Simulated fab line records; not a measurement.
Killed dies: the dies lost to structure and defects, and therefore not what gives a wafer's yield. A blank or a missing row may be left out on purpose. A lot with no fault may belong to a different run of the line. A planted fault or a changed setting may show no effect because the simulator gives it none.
Chamber matching	flow sky130	4 sister chambers for SKY_VIA2_ETCH_15 on rie_diel-01
The step etches SiO2 in C4F8/O2/Ar, stops on TiN, target depth 546 nm, time 84 s. 8 wafers are shown with their chamber, then 8 later ones without.

EACH WAFER AND ITS CHAMBER
wafer	chamber	oes_product_au (a.u.)
L078.4	3	0.938
L081.2	0	0.944
L081.3	2	0.943
L081.4	1	0.949
L085.1	2	0.935
L085.2	0	0.947
L085.3	3	0.943
L087.1	1	0.937

WAFERS WHOSE CHAMBER IS MISSING
wafer	oes_product_au (a.u.)
L087.2	0.937
L087.6	0.936
L088.1	0.943
L088.3	0.934
L088.4	0.950
L094.3	0.946
L094.4	0.934
L094.6	0.938

EACH ONE'S CHAMBER
wafer	from the rows above	in truth
L087.2	can't be placed: 2 or 3 or 1 or 0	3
L087.6	can't be placed: 2 or 3 or 1 or 0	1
L088.1	can't be placed: 1 or 0 or 3 or 2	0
L088.3	can't be placed: 2 or 3 or 1 or 0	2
L088.4	can't be placed: 0 or 1 or 3 or 2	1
L094.3	can't be placed: 0 or 1 or 3 or 2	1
L094.4	can't be placed: 2 or 3 or 1 or 0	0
L094.6	can't be placed: 2 or 3 or 1 or 0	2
Correctly placed: 0 of 8. Can't be placed from these rows: 8 (the true chamber is among the candidates in 8). Wrongly placed: 0.
How it was worked out, from the rows above alone: a wafer's distance from a chamber is the root of the sum, over the readings, of the square of ((its reading less the chamber's mean) divided by the reading's scatter). If the next closest chamber is less than 2 further off than the closest, the wafer can't be placed; otherwise it belongs to the closest. The mean given for a chamber averages the wafers shown for that chamber. The scatter is the square root of a quotient: the sum, over the shown wafers, of each reading's squared deviation from its chamber's mean, divided by wafers minus chambers.
